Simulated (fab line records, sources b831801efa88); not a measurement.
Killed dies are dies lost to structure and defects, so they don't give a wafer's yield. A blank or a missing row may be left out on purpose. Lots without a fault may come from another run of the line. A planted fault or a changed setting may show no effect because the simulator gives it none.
A struck lot beside a sound one | flow sky130 | 15 steps out of a route of 708
Sound: wafers L172.2, L172.3, L172.5. Struck: wafer L183.5. (L183.6 of the same lot was not struck and is left out.) The cause comes at the end.
At each step with rows: each side's tool, then ch and its chambers, then its first start. Under that, the readings that differ: sound wafers | struck wafers | difference of the means | sigmas: that difference in standard deviations of wafers without a fault.
alike: readings whose means differ by less than 2 such deviations, and words and numbers that are the same on both sides. not compared: withheld readings, readings that some wafer has no value for, bounds like >300 that may hide the same value, and numbers for which the record gives no deviation and whose values overlap.
The two part at a step that has a row with sigmas, a row that says differs or no value, or rows on one side only. Numbers that don't overlap but have no deviation are shown without sigmas and don't part them. A reading that every wafer of one side lacks parts them only if that side has two wafers or more.

SKY_METAL2_STRIP_20: strips in O2/N2.
  sound on plasma_asher-02 ch 0,1, day 34 21:32; struck on plasma_asher-04 ch 1, day 38 14:59
  alike: drypump_motor_current_A, oes_product_au, strip_time_to_endpoint_s
  not compared: rf_hours_counter_h
then, 4 steps without rows for these wafers: SKY_METAL2_STRIP_21 (strips in post etch residue remover, time 1200 s); SKY_METAL2_CLEAN_22 (cleans in IPA, time 180 s); SKY_METAL2_CLEAN_23 (cleans in O3/DIW); SKY_VIA2_HDPCVD_00 (deposits SiO2, target thk 1180 nm, time 196.7 s).
SKY_VIA2_THK_MEAS_01:
  sound on film_metro-04, day 34 22:17; struck on film_metro-01, day 38 15:41
  reading              | sound          | struck | difference | sigmas
  VIA2_HDPCVD_THK (nm) | 1222 1204 1208 | 1182   | -29        | -2
SKY_VIA2_CMP_02: polishes SiO2.
  sound on cmp-01 ch 0,1, day 34 22:23; struck on cmp-02 ch 3, day 38 15:55
  alike: motor_current_A
SKY_VIA2_BOW_MEAS_03:
  sound on film_metro-01, day 34 22:40; struck on film_metro-01, day 38 16:05
  alike: VIA2_BOW
then, 4 steps without rows for these wafers: SKY_VIA2_DEHYDRATE_04 (time 60 s); SKY_VIA2_HMDS_05 (prime time 60 s); SKY_VIA2_COAT_06 (resist thk 60 nm); SKY_VIA2_COAT_07 (resist thk 450 nm).
SKY_VIA2_SOFTBAKE_08: time 90 s.
  sound on litho_track-04 ch 0, day 35 11:00; struck on litho_track-04 ch 0, day 39 04:00
  reading                  | sound                | struck | difference | sigmas
  heater_power_total_W (W) | 57.31 57.40 57.30    | 59.96  | +2.62      | +24
  run_length_s (s)         | 119.32 118.89 119.05 | 106.80 | -12.29     | -95
then, 1 step without rows for these wafers: SKY_VIA2_EXPOSE_09 (exposes mask VIM2, target cd 200 nm).
-- the record jumps here: 9 days lie between the struck wafers' starts before and after (it left off in module VIA2 and takes up again in module PAD_OPEN, whose first step shown is number 708 of the route) --
SKY_PAD_OPEN_PROBE_99:
  sound on prober-01, day 45 14:41; struck on prober-01, day 48 09:31
  alike: defect_limited_yield, killed_at_M0_to_M3, killed_at_M4_up, killed_at_contacts, killed_at_front_end, killed_at_other, killed_dies, killed_open, killed_short, sort_bin_3_pad_short, sort_bin_5_function, sort_bin_6_memory, sort_n_pass, sort_yield_pct

WHERE THEY PART
First at SKY_VIA2_THK_MEAS_01; last, within this record, at SKY_VIA2_SOFTBAKE_08. Later steps at which nothing parts them and some readings are alike: SKY_PAD_OPEN_PROBE_99.

WHY: what the simulator had put in
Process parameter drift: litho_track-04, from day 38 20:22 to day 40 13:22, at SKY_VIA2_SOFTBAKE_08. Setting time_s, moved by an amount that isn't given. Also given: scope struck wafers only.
